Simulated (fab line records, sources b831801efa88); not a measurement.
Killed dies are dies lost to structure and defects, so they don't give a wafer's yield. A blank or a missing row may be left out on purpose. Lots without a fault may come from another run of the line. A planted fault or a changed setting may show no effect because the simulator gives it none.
A struck lot beside a sound one | flow sky130 | 14 steps out of a route of 708
Sound: wafers L662.2, L662.4, L662.6. Struck: wafers L659.1, L659.5, L659.6. The cause comes at the end.
At each step with rows: each side's tool, then ch and its chambers, then its first start. Under that, the readings that differ: sound wafers | struck wafers | difference of the means | sigmas: that difference in standard deviations of wafers without a fault.
alike: readings whose means differ by less than 2 such deviations, and words and numbers that are the same on both sides. not compared: withheld readings, readings that some wafer has no value for, bounds like >300 that may hide the same value, and numbers for which the record gives no deviation and whose values overlap.
The two part at a step that has a row with sigmas, a row that says differs or no value, or rows on one side only. Numbers that don't overlap but have no deviation are shown without sigmas and don't part them. A reading that every wafer of one side lacks parts them only if that side has two wafers or more.

SKY_FIELD_ISO_BOW_MEAS_00:
  sound on film_metro-01, day 5 04:01; struck on film_metro-01, day 4 13:00
  alike: INCOMING_BOW
then, 1 step without rows for these wafers: SKY_FIELD_ISO_OXIDATION_01 (stabilise 600 s, purge 300 s, target thk 12 nm).
SKY_FIELD_ISO_THK_MEAS_02:
  sound on film_metro-03, day 5 06:11; struck on film_metro-03, day 4 14:38
  alike: FIELD_ISO_OXIDATION_00_THK
then, 1 step without rows for these wafers: SKY_FIELD_ISO_CVD_03 (deposits Si3N4 from DCS/NH3, target thk 165 nm, time 2830 s).
SKY_FIELD_ISO_THK_MEAS_04:
  sound on film_metro-01, day 5 08:02; struck on film_metro-03, day 4 16:29
  alike: FIELD_ISO_CVD_03_THK
then, 7 steps without rows for these wafers: SKY_FIELD_ISO_DEHYDRATE_05 (time 60 s); SKY_FIELD_ISO_HMDS_06 (prime time 60 s); SKY_FIELD_ISO_COAT_07 (resist thk 60 nm); SKY_FIELD_ISO_COAT_08 (resist thk 450 nm); SKY_FIELD_ISO_SOFTBAKE_09 (time 90 s); SKY_FIELD_ISO_EXPOSE_10 (exposes mask FOM, target cd 150 nm); SKY_FIELD_ISO_PEB_11.
SKY_FIELD_ISO_DEVELOP_12: develop time 60 s.
  sound on litho_track-04 ch 0, day 6 00:00; struck on litho_track-03, day 5 09:00
  no value came back on the struck wafers for chill_plate_temp_C (C), develop_time_s (s), exhaust_pa (Pa); on the sound wafers chill_plate_temp_C (C) reads 22.77 22.82 22.99
  reading                                          | sound           | struck            | difference | sigmas
  model.KrF-thick_of_FIELD_ISO_COAT_08.thk_nm (nm) | 434.8 435.2 436 | 448.2 449.8 448.2 | +13.4      |
SKY_FIELD_ISO_CD_MEAS_13: target cd 150 nm.
  sound on cd_sem-01, day 6 00:47; struck on cd_sem-01, day 5 10:02
  reading    | sound             | struck | difference                    | sigmas
  cd_nm (nm) | 149.1 149.4 148.9 | - - -  | no value on the struck wafers |

WHERE THEY PART
First at SKY_FIELD_ISO_DEVELOP_12; last, within this record, at SKY_FIELD_ISO_CD_MEAS_13.

WHY: what the simulator had put in
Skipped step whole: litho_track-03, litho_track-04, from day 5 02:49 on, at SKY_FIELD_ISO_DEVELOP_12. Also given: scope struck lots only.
